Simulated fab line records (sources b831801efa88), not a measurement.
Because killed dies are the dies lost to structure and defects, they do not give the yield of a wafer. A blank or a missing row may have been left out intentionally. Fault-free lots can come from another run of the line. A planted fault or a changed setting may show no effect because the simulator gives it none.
fab line records	flow sky130
[record] lots = 24	wafers = 72	lastDay = 50
route steps=708 shown POLY_CUT@315 VIA2@523 METAL3@567 METAL4@599 VIA4@642 PAD_OPEN@701
lots that met no fault: from a run of the same line without faults
startH: start of the lot's first displayed wafer, in hours after the record's first day	waitH: how many hours have passed since the lot's step before this one	" repeats the value in the row above	L1.1+2: a row that stands for several wafers	- no value, or no start was given	* or withheld: withheld	< > ~ a bound
route shown NAME@n: a module of which the file shows steps, and the number in the route of the first	usual: average and standard deviation across the fault-free wafers	same: alike in all rows	chamber/n: place in a boat	sites: per-site readings	_std_site: the values' standard deviation	_edge_site: inner sites' mean taken away from outer sites' mean	radiusMm: how far each site lies from the wafer's centre	mask NAME#n: copy n	behind: the most recent tool/chamber to have shaped the wafer	hold: cause of the lot's hold/its duration in hours/its outcome	device: whichever transistor did not switch (one of n, p or np)	end of line: the tests these same wafers got at the end of their route	for a step that has no rows: nothing shown but its recipe	killed: count of dies lost to structure and defects at first sort (not the wafer's yield)	map: the dies of a wafer, with x for killed, . for not killed, _ for no die there
set.NAME: setting as actually run; set.NAME@STEP: the setting as run at that earlier step	model.NAME: the simulator's own value behind a step, which no gauge read
the route's steps for a sample of lots (tables are steps, rows are wafers)
services: the hour from which a tool's chamber was out of use, counted from the record's first day as startH (under 0 if before that day), plus the number of hours and why
[[steps]]
[step SKY_POLY_CUT_CD_MEAS_08]
[recipe] targetCdNm = 270
[usual] cdNm = 269.6/1.4
lot.wafer	tool	chamber	startH	waitH	cdNm
L074.2	cdSem-02	-	590.31	-	269.8
L074.3	"	-	"	"	269.2
L074.5	"	-	"	"	268.0
L076.2	cdSem-02	-	593.92	-	268.0
L076.3	"	-	"	"	267.7
L076.5	"	-	"	"	268.9
L075.2	cdSem-02	-	594.16	-	268.7
L075.3	"	-	"	"	268.8
L075.6	"	-	"	"	269.7
L077.1	cdSem-02	-	594.34	-	268.4
L077.2	"	-	"	"	270.1
L077.5	"	-	"	"	269.5
L078.2	cdSem-02	-	596.07	-	269.9
L078.3	"	-	"	"	269.7
L078.4	"	-	"	"	269.2
L079.1	cdSem-02	-	596.19	-	266.1
L079.2	"	-	"	"	266.6
L079.6	"	-	"	"	266.9
L080.1	cdSem-02	-	620.91	-	271.2
L080.2	"	-	"	"	270.0
L080.3	"	-	"	"	270.4
L081.2	cdSem-02	-	622.41	-	269.9
L081.3	"	-	"	"	270.6
L081.4	"	-	"	"	270.5
L082.1	cdSem-01	-	628.24	-	268.7
L082.2	"	-	"	"	267.9
L082.5	"	-	"	"	269.3
L083.1	cdSem-01	-	633.69	-	268.6
L083.4	"	-	"	"	269.0
L083.6	"	-	"	"	268.6
L085.2	cdSem-02	-	645.07	-	270.7
L085.4	"	-	"	"	271.8
L085.5	"	-	"	"	270.9
L084.2	cdSem-01	-	648.11	-	271.3
L084.4	"	-	"	"	269.1
L084.5	"	-	"	"	270.7
L086.1	cdSem-01	-	660.89	-	270.7
L086.2	"	-	"	"	269.1
L086.6	"	-	"	"	269.2
L087.1	cdSem-02	-	662.79	-	268.9
L087.2	"	-	"	"	269.6
L087.5	"	-	"	"	270.7
L088.1	cdSem-01	-	669.50	-	267.0
L088.3	"	-	"	"	267.8
L088.6	"	-	"	"	268.0
L089.3	cdSem-01	-	678.73	-	272.2
L089.5	"	-	"	"	271.4
L089.6	"	-	"	"	272.9
L090.1	cdSem-02	-	696.90	-	271.3
L090.2	"	-	"	"	271.8
L090.6	"	-	"	"	272.0
L091.1	cdSem-01	-	699.44	-	270.1
L091.4	"	-	"	"	269.1
L091.5	"	-	"	"	270.3
L092.1	cdSem-02	-	716.05	-	271.9
L092.5	"	-	"	"	271.2
L092.6	"	-	"	"	270.9
L093.1	cdSem-01	-	716.54	-	268.6
L093.4	"	-	"	"	267.9
L093.6	"	-	"	"	267.8
L094.1	cdSem-01	-	726.52	-	268.2
L094.2	"	-	"	"	267.5
L094.6	"	-	"	"	267.7
L095.1	cdSem-01	-	730.20	-	271.3
L095.3	"	-	"	"	271.4
L095.6	"	-	"	"	271.7
L096.1	cdSem-02	-	733.95	-	270.5
L096.2	"	-	"	"	269.8
L096.5	"	-	"	"	269.8
L097.3	cdSem-01	-	745.79	-	267.9
L097.5	"	-	"	"	269.5
L097.6	"	-	"	"	268.7
[step SKY_VIA2_STRIP_16]
[recipe] chemistry = O2/N2	powerW = 1400	pressureMtorr = 1500	platenTempC = withheld	o2FlowSccm = 3000	n2FlowSccm = 300	overashFraction = 0.5
[usual] drypumpMotorCurrentA = 6.0/0.52	oesProductAu = 0.398/0.0044	stripTimeToEndpointS = 4.044/0.021
lot.wafer	tool	chamber	startH	waitH	drypumpMotorCurrentA	oesProductAu	rfHoursCounterH	stripTimeToEndpointS
L074.2	plasmaAsher-03	1	873.81	0.0	5.3	0.397	79	4.080
L074.3	"	0	"	"	5.8	0.394	-	4.075
L074.5	"	1	"	"	5.3	0.400	-	4.060
L076.2	plasmaAsher-04	0	879.76	0.0	5.7	0.400	108	4.069
L076.3	"	0	"	"	5.7	0.396	-	4.051
L076.5	"	0	"	"	5.7	0.392	-	4.056
L075.2	plasmaAsher-02	0	880.06	0.0	6.1	0.403	45	4.014
L075.3	"	1	"	"	6.8	0.396	-	4.045
L075.6	"	0	"	"	6.1	0.395	-	4.021
L077.1	plasmaAsher-04	0	880.26	0.0	5.7	0.405	108	4.058
L077.2	"	1	"	"	6.6	0.401	108	4.035
L077.5	"	0	"	"	5.6	0.402	-	4.057
L078.2	plasmaAsher-02	0	882.21	0.0	6.0	0.390	45	4.055
L078.3	"	0	"	"	6.1	0.403	-	4.060
L078.4	"	1	"	"	6.8	0.400	-	4.063
L079.1	plasmaAsher-03	0	883.01	0.0	5.8	0.404	80	4.040
L079.2	"	1	"	"	5.3	0.395	80	4.018
L079.6	"	0	"	"	5.8	0.396	-	4.045
L080.1	plasmaAsher-03	1	900.96	0.0	5.3	0.400	82	4.017
L080.2	"	0	"	"	5.8	0.403	82	4.070
L080.3	"	0	"	"	5.8	0.393	-	4.019
L081.2	plasmaAsher-02	1	903.06	0.0	6.8	0.400	47	4.048
L081.3	"	1	"	"	6.8	0.401	-	4.058
L081.4	"	0	"	"	6.0	0.398	-	4.043
L082.1	plasmaAsher-03	0	909.61	0.0	5.8	0.395	84	4.016
L082.2	"	1	"	"	5.3	0.393	84	3.995
L082.5	"	1	"	"	5.3	0.398	-	3.987
L083.1	plasmaAsher-04	0	910.61	0.0	5.7	0.397	110	4.040
L083.4	"	1	"	"	6.6	0.392	-	4.023
L083.6	"	1	"	"	6.6	0.395	-	3.984
L085.2	plasmaAsher-02	1	921.21	0.0	6.8	0.401	49	4.059
L085.4	"	0	"	"	6.1	0.405	-	4.039
L085.5	"	0	"	"	6.1	0.407	-	4.067
L084.2	plasmaAsher-03	0	921.56	0.0	5.8	0.393	85	4.062
L084.4	"	0	"	"	5.8	0.389	-	4.053
L084.5	"	0	"	"	5.8	0.397	-	4.045
L086.1	plasmaAsher-04	1	936.26	0.0	6.6	0.398	113	4.045
L086.2	"	0	"	"	5.7	0.398	113	4.078
L086.6	"	1	"	"	6.6	0.395	-	4.064
L087.1	plasmaAsher-04	0	937.71	0.0	5.7	0.399	113	4.032
L087.2	"	1	"	"	6.6	0.392	113	4.017
L087.5	"	1	"	"	6.6	0.400	-	4.021
L088.1	plasmaAsher-03	1	943.11	0.0	5.3	0.396	87	4.049
L088.3	"	1	"	"	5.3	0.403	-	4.021
L088.6	"	0	"	"	5.8	0.404	-	4.054
L089.3	plasmaAsher-02	1	949.94	0.1	6.8	0.403	-	4.032
L089.5	"	0	"	"	6.1	0.394	-	4.057
L089.6	"	1	"	"	6.8	0.401	-	4.024
L090.1	plasmaAsher-03	0	965.86	0.0	5.8	0.395	89	4.048
L090.2	"	1	"	"	5.3	0.393	89	4.023
L090.6	"	1	"	"	5.3	0.391	-	4.037
L091.1	plasmaAsher-04	0	970.27	0.0	5.7	0.394	116	4.008
L091.4	"	1	"	"	6.6	0.393	-	4.039
L091.5	"	1	"	"	6.6	0.391	-	4.027
L092.1	plasmaAsher-02	0	986.12	0.0	6.0	0.401	56	4.077
L092.5	"	1	"	"	6.8	0.395	-	4.062
L092.6	"	0	"	"	6.1	0.402	-	4.076
L093.1	plasmaAsher-03	0	987.92	0.0	5.8	0.405	91	4.079
L093.4	"	1	"	"	5.3	0.398	-	4.051
L093.6	"	1	"	"	5.3	0.395	-	4.062
L094.1	plasmaAsher-03	1	992.01	0.0	5.3	0.394	92	4.055
L094.2	"	0	"	"	5.8	0.394	92	4.055
L094.6	"	1	"	"	5.3	0.399	-	4.044
L095.1	plasmaAsher-04	0	995.81	0.1	5.7	0.406	118	4.084
L095.3	"	0	"	"	5.7	0.402	-	4.040
L095.6	"	1	"	"	6.6	0.400	-	4.051
L096.1	plasmaAsher-04	1	998.47	0.0	6.5	0.397	119	4.031
L096.2	"	0	"	"	5.7	0.395	119	4.057
L096.5	"	0	"	"	5.7	0.396	-	4.030
L097.3	plasmaAsher-04	1	1009.10	0.1	6.6	0.399	-	4.027
L097.5	"	1	"	"	6.6	0.394	-	4.022
L097.6	"	0	"	"	5.7	0.391	-	4.015
[step SKY_METAL3_ETCH_17]
[recipe] target = SiO2	stopOn = TiN	chemistry = C4F8/O2/Ar	sourceW = 1500	biasW = 1200	pressureMtorr = 40	c4f8FlowSccm = withheld	O2_flow_sccm = 6	Ar_flow_sccm = 300	timeS = 3.9	targetDepthA = 150
[usual] oesProductAu = 0.758/0.0068
[same] timeS = 3.9
lot.wafer	tool	chamber	startH	waitH	oesProductAu	rfHoursCounterH
L074.2	rieDiel-03	2	926.33	0.1	0.766	13
L074.3	"	0	"	"	0.757	14
L074.5	"	1	"	"	0.765	-
L076.2	rieDiel-04	3	931.63	0.1	0.770	12
L076.3	"	0	"	"	0.759	17
L076.5	"	0	"	"	0.762	-
L075.2	rieDiel-03	1	932.48	0.1	0.756	6
L075.3	"	2	"	"	0.750	13
L075.6	"	1	"	"	0.764	-
L077.1	rieDiel-04	1	932.78	0.1	0.756	21
L077.2	"	3	"	"	0.754	12
L077.5	"	1	"	"	0.760	-
L078.2	rieDiel-03	1	934.28	0.1	0.744	6
L078.3	"	0	"	"	0.755	14
L078.4	"	3	"	"	0.760	8
L079.1	rieDiel-02	2	934.93	0.1	0.756	5
L079.2	"	1	"	"	0.764	4
L079.6	"	0	"	"	0.774	-
L080.1	rieDiel-04	0	952.98	0.1	0.747	18
L080.2	"	1	"	"	0.762	21
L080.3	"	2	"	"	0.749	12
L081.2	rieDiel-04	0	955.13	0.1	0.754	18
L081.3	"	2	"	"	0.769	12
L081.4	"	1	"	"	0.768	21
L082.1	rieDiel-02	1	961.43	0.1	0.750	5
L082.2	"	2	"	"	0.754	6
L082.5	"	0	"	"	0.758	-
L083.1	rieDiel-04	0	961.78	0.1	0.746	18
L083.4	"	3	"	"	0.757	13
L083.6	"	2	"	"	0.761	-
L085.2	rieDiel-02	3	971.18	0.1	0.762	13
L085.4	"	2	"	"	0.761	6
L085.5	"	0	"	"	0.772	-
L084.2	rieDiel-03	0	972.39	0.1	0.759	15
L084.4	"	3	"	"	0.764	9
L084.5	"	1	"	"	0.750	-
L086.1	rieDiel-04	0	987.13	0.1	0.752	19
L086.2	"	0	"	"	0.758	-
L086.6	"	0	"	"	0.753	-
L087.1	rieDiel-03	1	988.33	0.1	0.756	8
L087.2	"	3	"	"	0.759	9
L087.5	"	3	"	"	0.759	-
L088.1	rieDiel-03	0	992.78	0.1	0.749	16
L088.3	"	1	"	"	0.756	8
L088.6	"	2	"	"	0.755	-
L089.3	rieDiel-03	3	999.68	0.0	0.761	10
L089.5	"	3	"	"	0.766	-
L089.6	"	0	"	"	0.753	-
L090.1	rieDiel-04	0	1014.78	0.1	0.755	21
L090.2	"	1	"	"	0.755	24
L090.6	"	2	"	"	0.755	-
L091.1	rieDiel-04	2	1019.41	0.2	0.750	14
L091.4	"	2	"	"	0.754	-
L091.5	"	0	"	"	0.759	-
L092.1	rieDiel-02	0	1034.47	0.2	0.758	12
L092.5	"	2	"	"	0.765	-
L092.6	"	0	"	"	0.759	-
L093.1	rieDiel-04	1	1036.31	0.2	0.755	24
L093.4	"	3	"	"	0.760	14
L093.6	"	0	"	"	0.752	-
L094.1	rieDiel-02	1	1040.63	0.1	0.753	7
L094.2	"	3	"	"	0.755	15
L094.6	"	3	"	"	0.757	-
L095.1	rieDiel-04	0	1043.48	0.1	0.753	22
L095.3	"	1	"	"	0.761	25
L095.6	"	1	"	"	0.765	-
L096.1	rieDiel-03	2	1045.99	0.1	0.761	17
L096.2	"	0	"	"	0.754	18
L096.5	"	1	"	"	0.761	-
L097.3	rieDiel-03	2	1055.84	0.0	0.756	17
L097.5	"	3	"	"	0.762	-
L097.6	"	0	"	"	0.764	-
[step SKY_METAL4_SPUTTER_01]
[recipe] material = TiN	targetThkNm = 20	powerW = 6500	timeS = 16.7	chamberPressurePa = 0.4
[usual] throttleValvePct = 30.0/1
[same] timeS = 16.7
lot.wafer	tool	chamber	startH	waitH	throttleValvePct
L074.2	pvdSputter-01	-	953.91	0.0	30.7
L074.3	"	-	"	"	30.2
L074.5	"	-	"	"	30.3
L076.2	pvdSputter-04	-	959.43	0.0	29.0
L076.3	"	-	"	"	31.1
L076.5	"	-	"	"	29.1
L077.1	pvdSputter-03	-	959.99	0.0	28.9
L077.2	"	-	"	"	31.5
L077.5	"	-	"	"	30.2
L075.2	pvdSputter-01	-	960.34	0.0	30.8
L075.3	"	-	"	"	30.6
L075.6	"	-	"	"	30.1
L078.2	pvdSputter-04	-	962.28	0.0	27.9
L078.3	"	-	"	"	31.0
L078.4	"	-	"	"	31.0
L079.1	pvdSputter-01	-	962.63	0.0	30.6
L079.2	"	-	"	"	30.5
L079.6	"	-	"	"	30.2
L080.1	pvdSputter-04	-	979.18	0.0	27.8
L080.2	"	-	"	"	29.2
L080.3	"	-	"	"	30.9
L081.2	pvdSputter-01	-	982.31	0.0	30.8
L081.3	"	-	"	"	30.3
L081.4	"	-	"	"	30.3
L082.1	pvdSputter-03	-	987.28	0.0	31.5
L082.2	"	-	"	"	29.4
L082.5	"	-	"	"	29.3
L083.1	pvdSputter-04	-	988.43	0.0	31.0
L083.4	"	-	"	"	29.1
L083.6	"	-	"	"	27.9
L085.2	pvdSputter-03	-	997.44	0.0	30.1
L085.4	"	-	"	"	31.4
L085.5	"	-	"	"	29.6
L084.2	pvdSputter-03	-	998.31	0.0	31.3
L084.4	"	-	"	"	30.1
L084.5	"	-	"	"	29.1
L086.1	pvdSputter-03	-	1013.26	0.0	30.3
L086.2	"	-	"	"	28.8
L086.6	"	-	"	"	30.2
L087.1	pvdSputter-04	-	1014.77	0.0	30.9
L087.2	"	-	"	"	27.8
L087.5	"	-	"	"	27.9
L088.1	pvdSputter-01	-	1018.56	0.0	30.5
L088.3	"	-	"	"	30.3
L088.6	"	-	"	"	30.4
L089.3	pvdSputter-04	-	1025.93	0.0	30.9
L089.5	"	-	"	"	29.1
L089.6	"	-	"	"	27.8
L090.1	pvdSputter-03	-	1040.63	0.0	28.7
L090.2	"	-	"	"	30.1
L090.6	"	-	"	"	29.1
L091.1	pvdSputter-03	-	1045.14	0.0	30.1
L091.4	"	-	"	"	29.2
L091.5	"	-	"	"	28.8
L092.1	pvdSputter-01	-	1063.55	0.0	30.8
L092.5	"	-	"	"	30.1
L092.6	"	-	"	"	30.5
L093.1	pvdSputter-01	-	1064.21	0.0	30.8
L093.4	"	-	"	"	30.4
L093.6	"	-	"	"	30.6
L094.1	pvdSputter-01	-	1065.22	0.0	31.0
L094.2	"	-	"	"	30.5
L094.6	"	-	"	"	30.3
L095.1	pvdSputter-04	-	1067.73	0.0	28.1
L095.3	"	-	"	"	30.9
L095.6	"	-	"	"	30.9
L096.1	pvdSputter-01	-	1069.79	0.0	30.4
L096.2	"	-	"	"	30.4
L096.5	"	-	"	"	30.0
L097.3	pvdSputter-04	-	1080.23	0.0	27.7
L097.5	"	-	"	"	27.9
L097.6	"	-	"	"	29.1
[step SKY_VIA4_BOW_MEAS_03]
[recipe] mode = bow
[usual] VIA4_BOW = 80/8
lot.wafer	tool	chamber	startH	waitH	VIA4_BOW[um]
L074.2	filmMetro-02	-	1002.41	0.3	79
L074.3	"	-	"	"	91
L074.5	"	-	"	"	75
L076.2	filmMetro-02	-	1008.01	0.2	80
L076.3	"	-	"	"	78
L076.5	"	-	"	"	62
L077.1	filmMetro-01	-	1008.29	0.2	78
L077.2	"	-	"	"	67
L077.5	"	-	"	"	78
L075.2	filmMetro-02	-	1009.41	0.1	81
L075.3	"	-	"	"	78
L075.6	"	-	"	"	81
L078.2	filmMetro-01	-	1011.61	0.1	82
L078.3	"	-	"	"	91
L078.4	"	-	"	"	93
L079.1	filmMetro-02	-	1012.49	0.2	66
L079.2	"	-	"	"	79
L079.6	"	-	"	"	74
L080.1	filmMetro-04	-	1027.76	0.1	73
L080.2	"	-	"	"	76
L080.3	"	-	"	"	80
L081.2	filmMetro-02	-	1031.08	0.2	98
L081.3	"	-	"	"	81
L081.4	"	-	"	"	84
L082.1	filmMetro-04	-	1035.49	0.1	89
L082.2	"	-	"	"	95
L082.5	"	-	"	"	89
L083.1	filmMetro-02	-	1037.41	0.2	72
L083.4	"	-	"	"	70
L083.6	"	-	"	"	71
L085.2	filmMetro-02	-	1044.93	0.3	82
L085.4	"	-	"	"	69
L085.5	"	-	"	"	71
L084.2	filmMetro-04	-	1046.08	0.2	71
L084.4	"	-	"	"	84
L084.5	"	-	"	"	72
L086.1	filmMetro-04	-	1060.94	0.1	86
L086.2	"	-	"	"	81
L086.6	"	-	"	"	83
L087.1	filmMetro-02	-	1062.07	0.1	74
L087.2	"	-	"	"	78
L087.5	"	-	"	"	85
L088.1	filmMetro-04	-	1065.07	0.1	82
L088.3	"	-	"	"	88
L088.6	"	-	"	"	91
L089.3	filmMetro-04	-	1070.70	0.2	64
L089.5	"	-	"	"	82
L089.6	"	-	"	"	67
L090.1	filmMetro-02	-	1087.19	0.1	79
L090.2	"	-	"	"	98
L090.6	"	-	"	"	88
L091.1	filmMetro-02	-	1090.41	0.1	81
L091.4	"	-	"	"	88
L091.5	"	-	"	"	90
L092.1	filmMetro-04	-	1108.91	0.1	86
L092.5	"	-	"	"	84
L092.6	"	-	"	"	85
L093.1	filmMetro-02	-	1109.61	0.2	90
L093.4	"	-	"	"	87
L093.6	"	-	"	"	84
L094.1	filmMetro-01	-	1110.35	0.2	70
L094.2	"	-	"	"	86
L094.6	"	-	"	"	77
L095.1	filmMetro-02	-	1111.57	0.1	69
L095.3	"	-	"	"	68
L095.6	"	-	"	"	71
L096.1	filmMetro-04	-	1114.46	0.1	88
L096.2	"	-	"	"	77
L096.5	"	-	"	"	85
L097.3	filmMetro-04	-	1124.79	0.1	81
L097.5	"	-	"	"	81
L097.6	"	-	"	"	83
[step SKY_PAD_OPEN_ETCH_07]
[recipe] chemistry = CF4/O2	targetDepthNm = 725	stopOn = AlCu	sourceW = 800	biasW = 150	pressureMtorr = 150	cf4FlowSccm = 80	O2_flow_sccm = 10	timeS = 161.1
[usual] O2_flow_sccm = 9.998/0.028	drypumpMotorCurrentA = 5.7/0.38	oesProductAu = 0.978/0.0066	throttleValvePct = 5.965/0.0084
[same] timeS = 161.1
lot.wafer	tool	chamber	startH	waitH	O2_flow_sccm	drypumpMotorCurrentA	oesProductAu	rfHoursCounterH	throttleValvePct
L074.2	rieDiel-04	3	1090.80	-	10.023	5.8	0.973	16	5.977
L074.3	"	2	"	"	10.057	5.9	0.976	17	5.968
L074.5	"	1	"	"	10.005	5.5	0.979	-	5.963
L076.2	rieDiel-03	2	1096.50	-	9.983	5.7	0.962	18	5.964
L076.3	"	1	"	"	9.967	5.6	0.975	12	5.955
L076.5	"	1	"	"	9.985	5.6	0.973	-	5.966
L077.1	rieDiel-04	1	1097.59	-	10.025	5.6	0.976	27	5.965
L077.2	"	3	"	"	9.956	5.8	0.973	16	5.970
L077.5	"	0	"	"	10.056	6.5	0.976	-	5.967
L075.2	rieDiel-01	1	1105.59	-	10.006	5.5	0.977	23	5.965
L075.3	"	3	"	"	10.051	5.5	0.972	23	5.975
L075.6	"	2	"	"	9.976	6.1	0.974	-	5.971
L078.2	rieDiel-03	2	1105.94	-	10.002	5.7	0.976	19	5.962
L078.3	"	1	"	"	10.034	5.6	0.973	13	5.960
L078.4	"	0	"	"	10.046	5.1	0.985	20	5.951
L079.1	rieDiel-01	2	1106.05	-	9.974	6.1	0.966	15	5.964
L079.2	"	3	"	"	9.987	5.5	0.981	23	5.971
L079.6	"	3	"	"	10.035	5.5	0.990	-	5.979
L080.1	rieDiel-04	0	1114.29	-	10.021	6.5	0.980	25	5.949
L080.2	"	3	"	"	9.998	5.8	0.985	17	5.968
L080.3	"	1	"	"	9.938	5.5	0.978	28	5.955
L081.2	rieDiel-04	1	1116.60	-	9.966	5.5	0.966	28	5.990
L081.3	"	2	"	"	10.003	5.9	0.980	17	5.956
L081.4	"	3	"	"	9.977	5.8	0.973	17	5.948
L082.1	rieDiel-01	1	1121.45	-	10.030	5.5	0.973	24	5.957
L082.2	"	3	"	"	10.024	5.5	0.973	24	5.964
L082.5	"	3	"	"	9.992	5.4	0.987	-	5.959
L083.1	rieDiel-04	2	1124.04	-	10.009	5.9	0.974	18	5.951
L083.4	"	1	"	"	9.982	5.5	0.989	28	5.958
L083.6	"	2	"	"	9.997	5.9	0.982	-	5.968
L085.2	rieDiel-03	1	1130.14	-	10.004	5.5	0.972	14	5.968
L085.4	"	3	"	"	10.004	5.0	0.969	15	5.959
L085.5	"	3	"	"	10.020	5.0	0.971	-	5.967
L084.2	rieDiel-01	2	1130.95	-	9.964	6.1	0.965	16	5.963
L084.4	"	1	"	"	10.019	5.5	0.982	24	5.977
L084.5	"	1	"	"	9.994	5.5	0.991	-	5.959
L086.1	rieDiel-04	0	1143.60	-	9.999	6.5	0.975	26	5.969
L086.2	"	2	"	"	9.975	6.0	0.976	18	5.975
L086.6	"	1	"	"	10.002	5.5	0.976	-	5.966
L087.1	rieDiel-01	2	1143.95	-	9.934	6.1	0.976	17	5.960
L087.2	"	1	"	"	10.026	5.5	0.975	24	5.959
L087.5	"	0	"	"	9.985	5.8	0.981	-	5.963
L088.1	rieDiel-01	1	1148.30	-	10.003	5.5	0.978	25	5.975
L088.3	"	2	"	"	9.970	6.1	0.975	17	5.965
L088.6	"	3	"	"	10.020	5.5	0.974	-	5.970
L089.3	rieDiel-01	1	1153.40	-	10.020	5.5	0.979	25	5.963
L089.5	"	1	"	"	10.016	5.5	0.987	-	5.964
L089.6	"	2	"	"	10.003	6.1	0.986	-	5.965
L090.1	rieDiel-01	1	1165.75	-	10.007	5.5	0.979	25	5.946
L090.2	"	3	"	"	10.020	5.4	0.983	25	5.971
L090.6	"	2	"	"	9.993	6.1	0.976	-	5.968
L091.1	rieDiel-04	0	1168.85	-	9.961	6.4	0.984	27	5.968
L091.4	"	3	"	"	9.959	5.8	0.980	19	5.964
L091.5	"	3	"	"	10.024	5.8	0.981	-	5.966
L092.1	rieDiel-03	2	1182.65	-	9.960	5.7	0.979	22	5.956
L092.5	"	0	"	"	10.017	5.1	0.977	-	5.963
L092.6	"	3	"	"	9.938	5.0	0.979	-	5.957
L093.1	rieDiel-01	3	1184.25	-	10.036	5.5	0.972	26	5.973
L093.4	"	1	"	"	9.985	5.5	0.979	26	5.960
L093.6	"	0	"	"	9.980	5.8	0.976	-	5.963
L094.1	rieDiel-03	1	1184.90	-	10.005	5.6	0.979	16	5.963
L094.2	"	3	"	"	9.983	4.9	0.980	17	5.966
L094.6	"	0	"	"	9.948	5.1	0.982	-	5.966
L095.1	rieDiel-03	2	1185.55	-	10.000	5.7	0.978	22	5.974
L095.3	"	1	"	"	10.022	5.6	0.973	16	5.979
L095.6	"	1	"	"	10.065	5.6	0.995	-	5.978
L096.1	rieDiel-01	3	1188.20	-	9.984	5.4	0.979	26	5.977
L096.2	"	1	"	"	10.001	5.5	0.981	26	5.968
L096.5	"	3	"	"	10.009	5.4	0.980	-	5.967
L097.3	rieDiel-04	2	1193.80	-	9.991	6.0	0.974	21	5.979
L097.5	"	1	"	"	9.995	5.5	0.979	-	5.964
L097.6	"	2	"	"	10.026	6.0	0.979	-	5.981
[[services]]
tool	chamber	startH	hours	kind
rieDiel-04	-	854.78	1.1	repair
rieDiel-03	3	865.36	1.8	repair
plasmaAsher-04	-	897.30	12.7	repair
rieDiel-01	3	897.86	6.3	repair
pvdSputter-01	-	909.97	2.6	repair
rieDiel-03	-	910.67	0.5	repair
rieDiel-04	-	957.40	1.7	repair
rieDiel-04	2	971.71	29.8	repair
rieDiel-03	0	978.28	4.3	repair
rieDiel-01	0	980.65	8.1	repair
rieDiel-04	3	982.00	45.3	repair
rieDiel-01	3	983.46	3.2	repair
rieDiel-04	1	985.02	5.1	repair
rieDiel-01	1	1029.55	3.8	repair
rieDiel-04	-	1052.72	0.8	repair
rieDiel-04	3	1070.48	4.3	repair
rieDiel-01	1	1074.85	7.2	repair
rieDiel-01	-	1081.14	0.6	repair
rieDiel-03	3	1107.77	2.6	repair
rieDiel-03	-	1122.63	0.4	repair
rieDiel-01	3	1142.47	1.4	repair
rieDiel-01	0	1144.53	5.4	repair
rieDiel-04	3	1154.11	1.4	repair
rieDiel-01	0	1163.25	3.2	repair
[[key]]
fault none
